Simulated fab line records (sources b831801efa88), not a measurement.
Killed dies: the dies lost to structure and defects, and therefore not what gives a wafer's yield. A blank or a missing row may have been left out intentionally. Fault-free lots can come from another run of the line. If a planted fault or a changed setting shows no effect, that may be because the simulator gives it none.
fab line records	flow sky130
[record] lots = 5	wafers = 15	lastDay = 50
route steps=708 shown PWDE@53 NWELL@56 VT_ADJUST_HVTP@85 PAD_OPEN@708
lots that met no fault: taken from a fault-free run of the same line
startH: hours from the record's first day to the start of the lot's first wafer shown	waitH: hours from the lot's prior step to this one	" same as the row above	L1.1+2: one row covering several wafers at once	- no value, or no start given	* or withheld: withheld	< > ~ a bound
route shown NAME@n: a module of which the file shows steps, and the number in the route of the first	usual: mean/standard deviation taken from wafers without a fault	same: alike in all rows	chamber/n: place in a boat	sites: each site's reading	_std_site: standard deviation of those values	_edge_site: mean of outer sites minus mean of inner sites	radiusMm: for every site, how far away it sits from the centre of the wafer	mask NAME#n: copy n	behind: the most recent tool/chamber to have shaped the wafer	hold: cause of the lot's hold/its duration in hours/its outcome	device: transistor that didn't switch, given as n, p or np	end of line: the same wafers' tests at the end of the route	a step with no rows: only its recipe	killed: dies lost to structure and defects at the first sort, not the wafer's yield	map: dies across one wafer; x = killed, . = not, _ = none there
set.NAME: the setting the step ran with; set.NAME@STEP: the setting that earlier step ran with	model.NAME: the simulator's own value behind a step, which no gauge read
lots at selected steps of the route; one table per step, one row per wafer
services: a tool's chamber out of use, with start hour (startH, from the record's first day; less than 0 if before it), hours out, and reason
[[steps]]
[step SKY_PWDE_IMPLANT_08]
[recipe] species = B	energyKev = 150	doseCm2 = 3.6e+12	tiltDeg = withheld
[step SKY_PWDE_STRIP_09]
[recipe] chemistry = O2/N2	powerW = 1400	pressureMtorr = 1500	platenTempC = withheld	o2FlowSccm = 3000	n2FlowSccm = 300	overashFraction = 0.5
[usual] drypumpMotorCurrentA = 5.6/0.44	oesProductAu = 0.723/0.0047	stripTimeToEndpointS = 36.91/0.12
lot.wafer	tool	chamber	startH	waitH	drypumpMotorCurrentA	oesProductAu	rfHoursCounterH	stripTimeToEndpointS
L677.1	plasmaAsher-03	1	86.29	0.1	5.0	0.724	42	37.16
L677.4	"	1	"	"	5.0	0.726	-	37.03
L677.6	"	0	"	"	6.0	0.724	-	37.13
L676.1	plasmaAsher-02	0	86.64	0.1	6.0	0.731	27	36.91
L676.4	"	0	"	"	6.0	0.722	-	36.87
L676.5	"	1	"	"	5.4	0.722	-	36.78
L684.1	plasmaAsher-02	0	128.34	0.1	6.0	0.717	32	36.87
L684.3	"	1	"	"	5.4	0.724	-	36.86
L684.5	"	1	"	"	5.4	0.723	-	36.94
L693.2	plasmaAsher-01	1	181.43	0.1	5.8	0.728	52	36.86
L693.4	"	0	"	"	4.9	0.723	-	36.91
L693.5	"	0	"	"	4.9	0.728	-	36.83
L696.3	plasmaAsher-03	0	197.27	0.1	6.0	0.720	-	36.86
L696.4	"	1	"	"	5.0	0.723	-	36.75
L696.6	"	1	"	"	5.0	0.719	-	36.87
[step SKY_PWDE_TW_MEAS_10]
[usual] PWDE_TW = 377/3.4
lot.wafer	tool	chamber	startH	waitH	PWDE_TW
L677.1	filmMetro-04	-	86.39	0.1	376
L677.4	"	-	"	"	376
L677.6	"	-	"	"	376
L676.1	filmMetro-02	-	86.74	0.1	375
L676.4	"	-	"	"	376
L676.5	"	-	"	"	375
L684.1	filmMetro-02	-	128.44	0.1	374
L684.3	"	-	"	"	376
L684.5	"	-	"	"	376
L693.2	filmMetro-04	-	181.54	0.1	381
L693.4	"	-	"	"	382
L693.5	"	-	"	"	380
L696.3	filmMetro-04	-	197.36	0.1	384
L696.4	"	-	"	"	383
L696.6	"	-	"	"	382
[step SKY_NWELL_DEHYDRATE_03]
[recipe] tempC = 200	timeS = 60
[step SKY_NWELL_HMDS_04]
[recipe] primeTimeS = 60	primeTempC = 120
[step SKY_NWELL_COAT_05]
[recipe] spinRpm = 2000	resistThkNm = 3000
[step SKY_NWELL_SOFTBAKE_06]
[recipe] tempC = 110	timeS = withheld
[step SKY_NWELL_EXPOSE_07]
[recipe] maskId = NWM	na = 0.6	sourceShape = conventional	sigmaOuter = 0.6	polarization = unpolarized	targetCdNm = 840	doseMj = 255
[step SKY_NWELL_PEB_08]
[recipe] tempC = 115	timeS = withheld
[step SKY_NWELL_DEVELOP_09]
[recipe] wallAngleDeg = 90	developer = TMAH	developTimeS = 60	devTempC = 23
[step SKY_NWELL_OVL_MEAS_10]
[usual] NWELL_00_OVL = 0.4/1.4
lot.wafer	tool	chamber	startH	waitH	NWELL_00_OVL[nm]
L677.1	overlay-01	-	103.50	-	-0.3
L677.4	"	-	"	"	0.1
L677.6	"	-	"	"	-1.0
L676.1	overlay-01	-	104.20	-	1.1
L676.4	"	-	"	"	0.7
L676.5	"	-	"	"	0.4
L684.1	overlay-01	-	146.39	-	1.1
L684.3	"	-	"	"	0.7
L684.5	"	-	"	"	-0.2
L693.2	overlay-01	-	202.62	-	-0.6
L693.4	"	-	"	"	0.8
L693.5	"	-	"	"	-0.3
L696.3	overlay-02	-	220.38	-	0.9
L696.4	"	-	"	"	0.0
L696.6	"	-	"	"	-1.0
[step SKY_NWELL_IMPLANT_11]
[recipe] species = P	energyKev = 400	doseCm2 = 1.9e+13	tiltDeg = withheld
[step SKY_NWELL_IMPLANT_12]
[recipe] species = P	energyKev = 120	doseCm2 = 1.3e+12	tiltDeg = withheld
lot.wafer	tool	chamber	startH	waitH
L677.1+4+6	implanter-02	0	103.69	0.1
L676.1+4+5	implanter-01	0	104.39	0.1
L684.1+3+5	implanter-01	0	146.58	0.1
L693.2+4+5	implanter-02	0	202.83	0.1
L696.3+4+6	implanter-02	0	220.60	0.1
[step SKY_NWELL_IMPLANT_13]
[recipe] species = P	energyKev = 50	doseCm2 = 7e+11	tiltDeg = withheld
[step SKY_NWELL_STRIP_14]
[recipe] chemistry = O2/N2	powerW = 1400	pressureMtorr = 1500	platenTempC = withheld	o2FlowSccm = 3000	n2FlowSccm = 300	overashFraction = 0.5
[usual] drypumpMotorCurrentA = 5.5/0.41	oesProductAu = 0.722/0.0043	stripTimeToEndpointS = 36.92/0.092
lot.wafer	tool	chamber	startH	waitH	drypumpMotorCurrentA	oesProductAu	rfHoursCounterH	stripTimeToEndpointS
L677.1	plasmaAsher-02	0	103.99	0.1	6.0	0.713	30	37.03
L677.4	"	1	"	"	5.4	0.722	-	36.87
L677.6	"	0	"	"	6.0	0.726	-	36.94
L676.1	plasmaAsher-01	0	104.69	0.1	4.9	0.721	43	36.91
L676.4	"	1	"	"	5.8	0.723	-	36.89
L676.5	"	1	"	"	5.8	0.727	-	36.94
L684.1	plasmaAsher-04	1	146.88	0.1	5.1	0.722	1	36.84
L684.3	"	0	"	"	5.7	0.715	-	36.88
L684.5	"	0	"	"	5.7	0.719	-	36.94
L693.2	plasmaAsher-01	1	203.10	0.1	5.8	0.728	54	36.96
L693.4	"	0	"	"	4.9	0.719	-	37.00
L693.5	"	1	"	"	5.8	0.721	-	37.03
L696.3	plasmaAsher-01	0	220.89	0.1	4.9	0.725	-	36.84
L696.4	"	1	"	"	5.8	0.729	-	36.81
L696.6	"	0	"	"	4.9	0.723	-	37.00
[step SKY_NWELL_TW_MEAS_15]
[usual] NWELL_TW = 1838/15
lot.wafer	tool	chamber	startH	waitH	NWELL_TW
L677.1	filmMetro-02	-	104.09	0.1	1824
L677.4	"	-	"	"	1826
L677.6	"	-	"	"	1819
L676.1	filmMetro-03	-	104.79	0.1	1843
L676.4	"	-	"	"	1848
L676.5	"	-	"	"	1836
L684.1	filmMetro-04	-	146.98	0.1	1840
L684.3	"	-	"	"	1841
L684.5	"	-	"	"	1838
L693.2	filmMetro-03	-	203.21	0.1	1833
L693.4	"	-	"	"	1828
L693.5	"	-	"	"	1836
L696.3	filmMetro-03	-	220.97	0.1	1829
L696.4	"	-	"	"	1839
L696.6	"	-	"	"	1833
[step SKY_NWELL_DEHYDRATE_16]
[recipe] tempC = 200	timeS = 60
[step SKY_NWELL_HMDS_17]
[recipe] primeTimeS = 60	primeTempC = 120
[step SKY_NWELL_COAT_18]
[recipe] spinRpm = 2000	resistThkNm = 3000
[step SKY_NWELL_SOFTBAKE_19]
[recipe] tempC = 110	timeS = withheld
[step SKY_NWELL_EXPOSE_20]
[recipe] maskId = NWM_COMPLEMENT	na = 0.6	sourceShape = conventional	sigmaOuter = 0.6	polarization = unpolarized	targetCdNm = 840	doseMj = 260
[step SKY_NWELL_PEB_21]
[recipe] tempC = 115	timeS = withheld
[step SKY_NWELL_DEVELOP_22]
[recipe] wallAngleDeg = 90	developer = TMAH	developTimeS = 60	devTempC = 23
[step SKY_NWELL_OVL_MEAS_23]
[usual] NWELL_01_OVL = -0.3/1.3
lot.wafer	tool	chamber	startH	waitH	NWELL_01_OVL[nm]
L677.1	overlay-02	-	120.97	-	0.0
L677.4	"	-	"	"	-0.2
L677.6	"	-	"	"	1.4
L676.1	overlay-01	-	122.19	-	-2.6
L676.4	"	-	"	"	-1.7
L676.5	"	-	"	"	-3.2
L684.1	overlay-02	-	167.34	-	0.1
L684.3	"	-	"	"	-0.9
L684.5	"	-	"	"	1.4
L693.2	overlay-01	-	225.50	-	-0.3
L693.4	"	-	"	"	-1.7
L693.5	"	-	"	"	-0.1
L696.3	overlay-01	-	244.18	-	0.0
L696.4	"	-	"	"	0.2
L696.6	"	-	"	"	0.8
[step SKY_NWELL_IMPLANT_24]
[recipe] species = B	energyKev = 140	doseCm2 = 9.2e+12	tiltDeg = withheld
[step SKY_NWELL_STRIP_25]
[recipe] chemistry = O2/N2	powerW = 1400	pressureMtorr = 1500	platenTempC = withheld	o2FlowSccm = 3000	n2FlowSccm = 300	overashFraction = 0.5
[usual] drypumpMotorCurrentA = 5.5/0.42	oesProductAu = 0.723/0.0048	stripTimeToEndpointS = 36.93/0.094
lot.wafer	tool	chamber	startH	waitH	drypumpMotorCurrentA	oesProductAu	rfHoursCounterH	stripTimeToEndpointS
L677.1	plasmaAsher-01	1	121.15	0.1	5.8	0.719	46	36.95
L677.4	"	0	"	"	4.9	0.720	-	36.92
L677.6	"	1	"	"	5.8	0.723	-	36.96
L676.1	plasmaAsher-01	0	122.38	0.1	4.9	0.721	46	36.90
L676.4	"	1	"	"	5.8	0.728	-	36.99
L676.5	"	1	"	"	5.8	0.727	-	37.00
L684.1	plasmaAsher-01	0	167.53	0.1	4.9	0.724	51	37.01
L684.3	"	0	"	"	4.9	0.719	-	37.07
L684.5	"	1	"	"	5.8	0.728	-	37.01
L693.2	plasmaAsher-01	0	225.68	0.1	4.9	0.725	57	36.95
L693.4	"	1	"	"	5.8	0.720	-	36.82
L693.5	"	1	"	"	5.8	0.722	-	36.94
L696.3	plasmaAsher-01	0	244.39	0.1	4.9	0.731	-	36.87
L696.4	"	1	"	"	5.8	0.729	-	36.84
L696.6	"	0	"	"	4.9	0.728	-	36.78
[step SKY_NWELL_TW_MEAS_26]
[usual] NWELL_2_TW = 502/4.3
lot.wafer	tool	chamber	startH	waitH	NWELL_2_TW
L677.1	filmMetro-03	-	121.25	0.1	499
L677.4	"	-	"	"	500
L677.6	"	-	"	"	499
L676.1	filmMetro-04	-	122.48	0.1	501
L676.4	"	-	"	"	497
L676.5	"	-	"	"	503
L684.1	filmMetro-03	-	167.63	0.1	498
L684.3	"	-	"	"	500
L684.5	"	-	"	"	501
L693.2	filmMetro-04	-	225.79	0.1	513
L693.4	"	-	"	"	508
L693.5	"	-	"	"	510
L696.3	filmMetro-03	-	244.47	0.1	501
L696.4	"	-	"	"	504
L696.6	"	-	"	"	502
[step SKY_NWELL_CLEAN_27]
[recipe] chemistry = SC1/SC2	mix = 1:4:20	tempC = 70	timeS = 150	dry = n2Spin
[step SKY_NWELL_RTA_28]
[recipe] tempC = 1050	timeS = 30	idleTempC = 650	rampUpCPerS = 150	rampDownCPerS = 90	ambient = N2
[usual] lampPowerPct = 25.30/0.048	wafer_temp_C_max = 1054.8/0.89
lot.wafer	tool	chamber	startH	waitH	lampPowerPct	wafer_temp_C_max
L677.1	rtpAnneal-02	0	121.36	0.0	25.32	1055.2
L677.4	"	0	"	"	25.21	1053.9
L677.6	"	0	"	"	25.25	1054.3
L676.1	rtpAnneal-01	0	122.65	0.0	25.23	1056.1
L676.4	"	0	"	"	25.35	1056.0
L676.5	"	0	"	"	25.33	1056.3
L684.1	rtpAnneal-01	0	167.74	0.0	25.31	1053.7
L684.3	"	0	"	"	25.36	1054.5
L684.5	"	0	"	"	25.28	1055.1
L693.2	rtpAnneal-02	0	225.91	0.0	25.23	1054.1
L693.4	"	0	"	"	25.25	1054.5
L693.5	"	0	"	"	25.28	1054.8
L696.3	rtpAnneal-01	0	244.60	0.0	25.36	1055.6
L696.4	"	0	"	"	25.41	1055.8
L696.6	"	0	"	"	25.32	1055.4
[step SKY_NWELL_RS_MEAS_29]
[recipe] thkMeasGauge = four-point-probe
[usual] NWELL_RS = 624.2/1.6
lot.wafer	tool	chamber	startH	waitH	NWELL_RS[ohm/sq]
L677.1	filmMetro-02	-	121.46	0.1	625.2
L677.4	"	-	"	"	627.6
L677.6	"	-	"	"	625.1
L676.1	filmMetro-02	-	122.75	0.1	626.6
L676.4	"	-	"	"	626.7
L676.5	"	-	"	"	625.4
L684.1	filmMetro-02	-	167.84	0.1	625.5
L684.3	"	-	"	"	626.1
L684.5	"	-	"	"	625.2
L693.2	filmMetro-03	-	226.01	0.1	623.4
L693.4	"	-	"	"	623.6
L693.5	"	-	"	"	623.0
L696.3	filmMetro-02	-	244.70	0.1	624.5
L696.4	"	-	"	"	625.1
L696.6	"	-	"	"	625.3
[step SKY_NWELL_RS_MEAS_31]
[recipe] thkMeasGauge = four-point-probe
[usual] PWDE_RS = 5276/14
lot.wafer	tool	chamber	startH	waitH	PWDE_RS[ohm/sq]
L677.1	filmMetro-02	-	121.70	0.1	5265
L677.4	"	-	"	"	5277
L677.6	"	-	"	"	5264
L676.1	filmMetro-02	-	122.99	0.1	5277
L676.4	"	-	"	"	5276
L676.5	"	-	"	"	5288
L684.1	filmMetro-02	-	168.08	0.1	5277
L684.3	"	-	"	"	5296
L684.5	"	-	"	"	5307
L693.2	filmMetro-03	-	226.25	0.1	5273
L693.4	"	-	"	"	5299
L693.5	"	-	"	"	5285
L696.3	filmMetro-02	-	244.94	0.1	5303
L696.4	"	-	"	"	5272
L696.6	"	-	"	"	5290
[step SKY_VT_ADJUST_HVTP_DEHYDRATE_00]
[recipe] tempC = 200	timeS = 60
[step SKY_VT_ADJUST_HVTP_HMDS_01]
[recipe] primeTimeS = 60	primeTempC = 120
[step SKY_VT_ADJUST_HVTP_COAT_02]
[recipe] resist = NOVOLAK	spinRpm = 3035	resistThkNm = 1140
[step SKY_VT_ADJUST_HVTP_SOFTBAKE_03]
[recipe] tempC = 90	timeS = 60	resist = NOVOLAK
[step SKY_VT_ADJUST_HVTP_EXPOSE_04]
[recipe] maskId = HVTPM	na = 0.6	sourceShape = conventional	sigmaOuter = 0.6	polarization = unpolarized	targetCdNm = 380	doseMj = 140
[step SKY_VT_ADJUST_HVTP_PEB_05]
[recipe] tempC = withheld	timeS = *	resist = NOVOLAK
[step SKY_VT_ADJUST_HVTP_DEVELOP_06]
[recipe] resist = NOVOLAK	developer = TMAH	developTimeS = 59.14	devTempC = 23
[step SKY_VT_ADJUST_HVTP_CD_MEAS_07]
[recipe] targetCdNm = 380
[usual] cdNm = 380.9/2.1
lot.wafer	tool	chamber	startH	waitH	cdNm
L677.1	cdSem-01	-	139.17	0.1	381.5
L677.4	"	-	"	"	380.3
L677.6	"	-	"	"	380.1
L676.1	cdSem-02	-	139.34	0.1	376.9
L676.4	"	-	"	"	377.9
L676.5	"	-	"	"	377.1
L684.1	cdSem-02	-	188.84	0.1	380.7
L684.3	"	-	"	"	382.3
L684.5	"	-	"	"	379.8
L693.2	cdSem-01	-	249.39	0.1	379.5
L693.4	"	-	"	"	377.7
L693.5	"	-	"	"	376.1
L696.3	cdSem-01	-	269.21	0.1	377.3
L696.4	"	-	"	"	380.2
L696.6	"	-	"	"	378.9
[step SKY_VT_ADJUST_HVTP_OVL_MEAS_08]
[usual] VT_ADJUST_HVTP_OVL = 0.3/1.6
lot.wafer	tool	chamber	startH	waitH	VT_ADJUST_HVTP_OVL[nm]
L677.1	overlay-01	-	139.29	0.1	-0.8
L677.4	"	-	"	"	1.2
L677.6	"	-	"	"	0.0
L676.1	overlay-02	-	139.46	0.1	-2.6
L676.4	"	-	"	"	-1.2
L676.5	"	-	"	"	-1.6
L684.1	overlay-01	-	188.96	0.1	-1.9
L684.3	"	-	"	"	-0.7
L684.5	"	-	"	"	-2.0
L693.2	overlay-02	-	249.49	0.1	0.8
L693.4	"	-	"	"	1.9
L693.5	"	-	"	"	1.3
L696.3	overlay-01	-	269.30	0.1	0.2
L696.4	"	-	"	"	-1.3
L696.6	"	-	"	"	2.0
[step SKY_VT_ADJUST_HVTP_IMPLANT_09]
[recipe] species = As	energyKev = 150	doseCm2 = 4.3e+12	tiltDeg = withheld
[step SKY_PAD_OPEN_PROBE_99]
[usual] killed_at_M0_to_M3 = 45/7.5	killed_at_M4_up = 2.8/1.9	killedAtContacts = 25/5.5	killedAtFrontEnd = 14/4	killedAtOther = 0.3/0.75	killedDies = 87/9.4	killedOnRim = 17/3.8	killedOpen = 47/6.6	killedShort = 39/6.6
[same] grossDies = 492	killedAtBackSide = 0
lot.wafer	tool	chamber	startH	waitH	killed_at_M0_to_M3	killed_at_M4_up	killedAtContacts	killedAtFrontEnd	killedAtOther	killedDies	killedOnRim	killedOpen	killedShort	model.etest.pfet_01v8_lvt.vtVRange
L677.1	prober-01	-	1106.68	0.1	49	2	18	11	0	80	24	42	38	0.02672
L677.4	prober-01	-	1106.83	0.2	46	2	18	20	0	86	14	45	41	0.0315
L677.6	prober-01	-	1106.93	0.2	47	3	19	21	1	91	17	41	50	0.02412
L676.1	prober-01	-	1108.34	0.1	33	11	23	19	0	86	14	47	34	0.02241
L676.4	prober-01	-	1108.49	0.2	41	4	29	16	0	90	18	43	47	0.02206
L676.5	prober-01	-	1108.54	0.2	54	3	27	10	0	94	17	49	45	0.02356
L684.1	prober-01	-	1138.62	0.1	44	2	24	18	0	88	17	46	42	0.02378
L684.3	prober-01	-	1138.72	0.2	49	1	21	17	0	88	21	50	38	0.03359
L684.5	prober-01	-	1138.82	0.2	61	1	26	23	1	112	24	66	46	0.02562
L693.2	prober-01	-	1189.57	0.1	45	2	25	17	0	89	17	53	36	0.01292
L693.4	prober-01	-	1189.67	0.2	54	7	21	12	0	94	24	51	42	0.01465
L693.5	prober-01	-	1189.72	0.2	46	2	24	13	0	85	17	50	35	0.01496
L696.3	prober-02	-	1206.10	0.2	50	1	28	14	2	95	17	55	40	0.01003
L696.4	prober-02	-	1206.15	0.2	44	1	37	9	0	91	16	58	32	0.005093
L696.6	prober-02	-	1206.25	0.2	52	3	24	15	0	94	13	48	46	0.01166
// killed by level:class
L677.1 METAL2:geometricParticle:short=8 VIA1:geometricParticle:open=7 VIA2:geometricParticle:open=7 LI_CONTACT:geometricParticle:open=6 CONTACT:geometricParticle:open=6 METAL1:geometricParticle:short=6 VIA3:geometricParticle:open=6 VIA3:geometricParticle:short=5
L677.4 POLY_GATE:geometricParticle:short=8 LI_CONTACT:geometricParticle:open=8 METAL2:geometricParticle:short=7 VIA2:geometricParticle:open=7 FIELD_ISO:geometricParticle:open=5 METAL2:geometricParticle:open=5 METAL1:geometricParticle:short=5 VIA1:geometricParticle:open=5
L677.6 VIA1:geometricParticle:open=9 METAL1:geometricParticle:short=7 CONTACT:geometricParticle:open=6 VIA3:geometricParticle:open=6 POLY_GATE:geometricParticle:open=5 POLY_GATE:geometricParticle:short=5 METAL2:geometricParticle:short=5 SPACER:geometricParticle:short=4
L676.1 VIA1:geometricParticle:open=9 CONTACT:geometricParticle:open=8 LI_CONTACT:geometricParticle:open=7 VIA2:geometricParticle:open=7 FIELD_ISO:geometricParticle:open=5 METAL4:geometricParticle:short=5 VIA4:areaEtch=5 LOCAL_INTERCONNECT:geometricParticle:short=4
L676.4 CONTACT:geometricParticle:open=13 VIA1:geometricParticle:short=7 METAL2:geometricParticle:short=6 VIA2:geometricParticle:open=6 VIA1:geometricParticle:open=5 METAL1:geometricParticle:short=5 CONTACT:geometricParticle:short=5 VIA2:geometricParticle:short=5
L676.5 VIA1:geometricParticle:open=11 LI_CONTACT:geometricParticle:open=11 METAL2:geometricParticle:short=8 VIA2:geometricParticle:open=8 VIA1:geometricParticle:short=7 LOCAL_INTERCONNECT:geometricParticle:short=6 VIA3:geometricParticle:open=6 CONTACT:geometricParticle:open=5
L684.1 LI_CONTACT:geometricParticle:open=9 VIA1:geometricParticle:open=8 VIA3:geometricParticle:open=7 LOCAL_INTERCONNECT:geometricParticle:short=6 METAL1:geometricParticle:short=5 CONTACT:geometricParticle:open=5 FIELD_ISO:geometricParticle:short=4 SPACER:geometricParticle:open=4
L684.3 VIA1:geometricParticle:open=10 METAL1:geometricParticle:short=8 CONTACT:geometricParticle:open=8 VIA3:geometricParticle:open=8 FIELD_ISO:geometricParticle:open=6 CONTACT:geometricParticle:short=6 VIA2:geometricParticle:open=6 METAL2:geometricParticle:short=5
L684.5 VIA1:geometricParticle:open=17 FIELD_ISO:geometricParticle:open=10 CONTACT:geometricParticle:open=9 LI_CONTACT:geometricParticle:open=8 METAL1:geometricParticle:short=7 METAL2:geometricParticle:short=7 VIA3:geometricParticle:open=7 CONTACT:geometricParticle:short=5
L693.2 CONTACT:geometricParticle:open=16 VIA1:geometricParticle:open=11 VIA1:geometricParticle:short=8 VIA3:geometricParticle:open=6 VIA2:geometricParticle:open=6 LI_CONTACT:geometricParticle:open=4 CONTACT:geometricParticle:short=4 METAL1:geometricParticle:short=4
L693.4 VIA1:geometricParticle:open=17 CONTACT:geometricParticle:open=9 CONTACT:geometricParticle:short=8 VIA3:geometricParticle:open=7 VIA1:geometricParticle:short=6 VIA3:geometricParticle:short=5 VIA2:geometricParticle:open=5 FIELD_ISO:geometricParticle:short=4
L693.5 VIA3:geometricParticle:open=11 VIA1:geometricParticle:open=9 CONTACT:geometricParticle:open=8 LI_CONTACT:geometricParticle:open=7 METAL1:geometricParticle:short=7 VIA1:geometricParticle:short=7 VIA2:geometricParticle:open=5 CONTACT:geometricParticle:short=5
L696.3 VIA1:geometricParticle:open=11 LI_CONTACT:geometricParticle:open=9 METAL2:geometricParticle:short=8 CONTACT:geometricParticle:open=7 VIA1:geometricParticle:short=7 FIELD_ISO:geometricParticle:open=6 CONTACT:geometricParticle:short=6 VIA3:geometricParticle:open=6
L696.4 VIA1:geometricParticle:open=15 CONTACT:geometricParticle:open=14 LI_CONTACT:geometricParticle:open=9 VIA3:geometricParticle:open=6 LOCAL_INTERCONNECT:geometricParticle:short=6 CONTACT:geometricParticle:short=4 VIA2:geometricParticle:open=4 FIELD_ISO:geometricParticle:short=3
L696.6 VIA1:geometricParticle:open=11 METAL1:geometricParticle:short=9 LOCAL_INTERCONNECT:geometricParticle:short=8 VIA2:geometricParticle:open=7 POLY_GATE:geometricParticle:open=5 LI_CONTACT:geometricParticle:open=5 METAL2:geometricParticle:short=5 CONTACT:geometricParticle:open=4
[[services]]
tool	chamber	startH	hours	kind
implanter-02	-	63.51	5.8	repair
implanter-01	-	95.77	3.5	repair
plasmaAsher-04	-	96.27	17.1	repair
plasmaAsher-04	-	98.01	10.8	repair
plasmaAsher-04	-	113.37	14.6	pm
plasmaAsher-02	-	117.20	2.8	pm
plasmaAsher-04	-	127.97	9.0	pm
plasmaAsher-04	0	127.97	9.0	ventCycle
plasmaAsher-04	1	127.97	9.0	ventCycle
plasmaAsher-04	0	136.97	-	clean
plasmaAsher-04	1	136.97	-	clean
plasmaAsher-01	-	141.50	1.6	repair
rtpAnneal-01	-	167.98	6.6	pm
implanter-01	-	178.44	3.1	pm
rtpAnneal-02	-	178.92	3.4	pm
implanter-02	-	191.47	9.8	repair
implanter-01	-	214.02	8.7	repair
plasmaAsher-03	-	226.45	0.9	repair
[[key]]
firstSign none at tools or gauges
[modelEffect] step = SKY_PAD_OPEN_PROBE_99	value = etest.pfet_01v8_lvt.vtVRange	without = 0.01044	struck = 0.02766
metAt SKY_NWELL_IMPLANT_12
struckWafers L684.1,L684.3,L684.5
testerLeftOut L684
onsetBetween 104.39 146.58
alsoFits SKY_PWDE_STRIP_09:plasmaAsher-02,SKY_NWELL_STRIP_14:plasmaAsher-04
[fault] kind = processParameterDrift	tool = implanter-01	chamber = -	onsetH = 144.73	steps = SKY_NWELL_IMPLANT_12	channel = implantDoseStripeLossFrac	offset = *	shape = step	endH = 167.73
// testerLeftOut: of these lots the tester's yield and bins aren't shown, on N5 and GAA mostly nor the transistor test; their killed dies are dies lost to structure and defects alone, not to doping, threshold or leakage, so they don't give the yield
